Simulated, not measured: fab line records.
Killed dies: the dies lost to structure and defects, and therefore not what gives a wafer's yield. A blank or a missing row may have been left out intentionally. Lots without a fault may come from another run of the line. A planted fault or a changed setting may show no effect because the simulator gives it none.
A struck lot beside a sound one -- flow sky130 -- 43 out of 708 route steps
Sound: these wafers, L697.2, L697.3, L697.6. Struck: wafer L706.1 (left out: L706.3, a lot-mate that was not struck); the cause follows at the end.
Each step with rows lists, per side, the tool, then ch with its chambers, then its first start. Under that, the readings that differ: sound wafers -- struck wafers -- difference of the means -- sigmas: that difference in standard deviations of wafers without a fault.
alike: words and numbers the same on both sides, and readings whose means are apart by under 2 such deviations; not compared: readings that were withheld, readings missing a value for some wafer, numbers with overlapping values and no deviation given by the record, and bounds like >300 which may hide the same value.
A row with sigmas, a row that says differs or no value, or rows on one side alone: a step with any of these is where the two part. Numbers that don't overlap but have no deviation are shown without sigmas and don't part them. Lack of a reading on every wafer of one side parts them only where that side has two or more wafers.

first, 1 step without rows for these wafers: SKY_VT_ADJUST_HVTR_DEVELOP_06 (develop time 60 s).
SKY_VT_ADJUST_HVTR_CD_MEAS_07: the cd target is 380 nm.
  struck on cdSem-01, day 12 22:42; sound on cdSem-02, day 10 03:38
  alike: cdNm
SKY_VT_ADJUST_HVTR_OVL_MEAS_08:
  struck on overlay-02, day 12 22:49; sound on overlay-02, day 10 03:44
  alike: VT_ADJUST_HVTR_OVL
following that, these wafers have no rows for 1 step: SKY_VT_ADJUST_HVTR_IMPLANT_09.
SKY_VT_ADJUST_HVTR_STRIP_10: strips in O2/N2.
  sound on plasmaAsher-04 ch 0,1, day 10 03:55; struck on plasmaAsher-01 ch 1, day 12 23:01
  alike: drypumpMotorCurrentA, oesProductAu, stripTimeToEndpointS
  not compared: rfHoursCounterH
SKY_VT_ADJUST_HVTR_TW_MEAS_11:
  struck on filmMetro-01, day 12 23:07; sound on filmMetro-04, day 10 04:02
  alike: VT_ADJUST_HVTR_TW
then, 6 steps without rows for these wafers: SKY_VT_ADJUST_PCH_DEHYDRATE_00 (time 60 s); SKY_VT_ADJUST_PCH_HMDS_01 (prime time 60 s); SKY_VT_ADJUST_PCH_COAT_02 (resist thk 3000 nm); SKY_VT_ADJUST_PCH_SOFTBAKE_03; SKY_VT_ADJUST_PCH_EXPOSE_04 (exposes mask NWM, target cd 840 nm); SKY_VT_ADJUST_PCH_PEB_05.
SKY_VT_ADJUST_PCH_DEVELOP_06: develop time 60 s.
  sound on lithoTrack-04 ch 0, day 11 03:00; struck on lithoTrack-03 ch 0, day 14 02:00
  alike: resistLineTempC
SKY_VT_ADJUST_PCH_OVL_MEAS_07:
  struck on overlay-02, day 14 02:25; sound on overlay-01, day 11 03:17
  alike: VT_ADJUST_PCH_OVL
following that, these wafers have no rows for 1 step: SKY_VT_ADJUST_PCH_IMPLANT_08.
SKY_VT_ADJUST_PCH_STRIP_09: strips in O2/N2.
  sound on plasmaAsher-01 ch 0,1, day 11 03:28; struck on plasmaAsher-04 ch 1, day 14 02:36
reading,sound,struck,difference,sigmas
drypumpMotorCurrentA (A),6.2 5.4 5.4,6.5,+0.8,+2
  alike: oesProductAu, stripTimeToEndpointS
  not compared: rfHoursCounterH
SKY_VT_ADJUST_PCH_TW_MEAS_10:
  struck on filmMetro-01, day 14 02:42; sound on filmMetro-03, day 11 03:35
reading,sound,struck,difference,sigmas
VT_ADJUST_PCH_TW,140.9 140.7 141.4,143.5,+2.5,+3
then, 7 steps without rows for these wafers: SKY_SONOS_TUNNEL_DEHYDRATE_00 (time 60 s); SKY_SONOS_TUNNEL_HMDS_01 (prime time 60 s); SKY_SONOS_TUNNEL_COAT_02 (resist thk 1140 nm); SKY_SONOS_TUNNEL_SOFTBAKE_03 (time 60 s); SKY_SONOS_TUNNEL_EXPOSE_04 (exposes mask TUNM, target cd 410 nm); SKY_SONOS_TUNNEL_PEB_05; SKY_SONOS_TUNNEL_DEVELOP_06 (develop time 60 s).
SKY_SONOS_TUNNEL_CD_MEAS_07: the cd target is 410 nm.
  struck on cdSem-01, day 15 06:49; sound on cdSem-02, day 12 04:34
  alike: cdNm
SKY_SONOS_TUNNEL_OVL_MEAS_08:
  struck on overlay-01, day 15 06:56; sound on overlay-02, day 12 04:41
  alike: SONOS_TUNNEL_OVL
then, 3 steps without rows for these wafers: SKY_SONOS_TUNNEL_IMPLANT_09; SKY_SONOS_TUNNEL_WET_ETCH_10 (etches SiO2 in dHF, target depth 14 nm, time 280 s); SKY_SONOS_TUNNEL_STRIP_11 (strips in SPM, time 600 s).
SKY_SONOS_TUNNEL_TW_MEAS_12:
  struck on filmMetro-04, day 15 07:23; sound on filmMetro-03, day 12 05:09
reading,sound,struck,difference,sigmas
SONOS_TUNNEL_TW,195.3 195.5 195.1,202.2,+6.9,+3
then, 2 steps without rows for these wafers: SKY_SONOS_TUNNEL_CLEAN_13 (cleans in dHF, time 20 s); SKY_SONOS_ONO_OXIDATION_00 (stabilise 600 s, purge 300 s, target thk 2.6 nm).
SKY_SONOS_ONO_THK_MEAS_01:
  struck on filmMetro-02, day 15 09:04; sound on filmMetro-04, day 12 06:43
  alike: SONOS_ONO_OXIDATION_THK
then, 1 step without rows for these wafers: SKY_SONOS_ONO_CVD_02 (deposits Si3N4 from DCS/NH3, target thk 10.5 nm, time 180 s).
SKY_SONOS_ONO_THK_MEAS_03:
  struck on filmMetro-02, day 15 10:13; sound on filmMetro-04, day 12 09:44
  alike: SONOS_ONO_CVD_02_THK
then, 1 step without rows for these wafers: SKY_SONOS_ONO_CVD_04 (deposits SiO2 from SiH4/N2O, target thk 5.7199 nm).
SKY_SONOS_ONO_THK_MEAS_05:
  struck on filmMetro-02, day 15 11:32; sound on filmMetro-04, day 12 11:03
  alike: SONOS_ONO_CVD_04_THK
then, 5 steps without rows for these wafers: SKY_SONOS_ONO_DEHYDRATE_06 (time 60 s); SKY_SONOS_ONO_HMDS_07 (prime time 60 s); SKY_SONOS_ONO_COAT_08 (resist thk 1140 nm); SKY_SONOS_ONO_SOFTBAKE_09 (time 60 s); SKY_SONOS_ONO_EXPOSE_10 (exposes mask ONOM, target cd 410 nm).
-- the record jumps here: 34 days lie between the struck wafers' starts before and after (it left off in module SONOS_ONO and takes up again in module PAD_OPEN, whose first step shown is number 708 of the route) --
SKY_PAD_OPEN_PROBE_99:
  struck on prober-01, day 49 23:05; sound on prober-02, day 47 16:20
reading,sound,struck,difference,sigmas
hold,- - -,awaitDispo/8.2h/release,no value on the sound wafers,
killed_at_M0_to_M3,59 49 38,32,-17,-2
killedDies,98 87 85,70,-20,-2
killedShort,45 40 44,27,-16,-3
  alike: killed_at_M4_up, killedAtContacts, killedAtFrontEnd, killedAtOther, killedOpen

== WHERE THEY PART ==
First at SKY_VT_ADJUST_PCH_STRIP_09; last, within this record, at SKY_PAD_OPEN_PROBE_99.

WHY: what had been put in by the simulator
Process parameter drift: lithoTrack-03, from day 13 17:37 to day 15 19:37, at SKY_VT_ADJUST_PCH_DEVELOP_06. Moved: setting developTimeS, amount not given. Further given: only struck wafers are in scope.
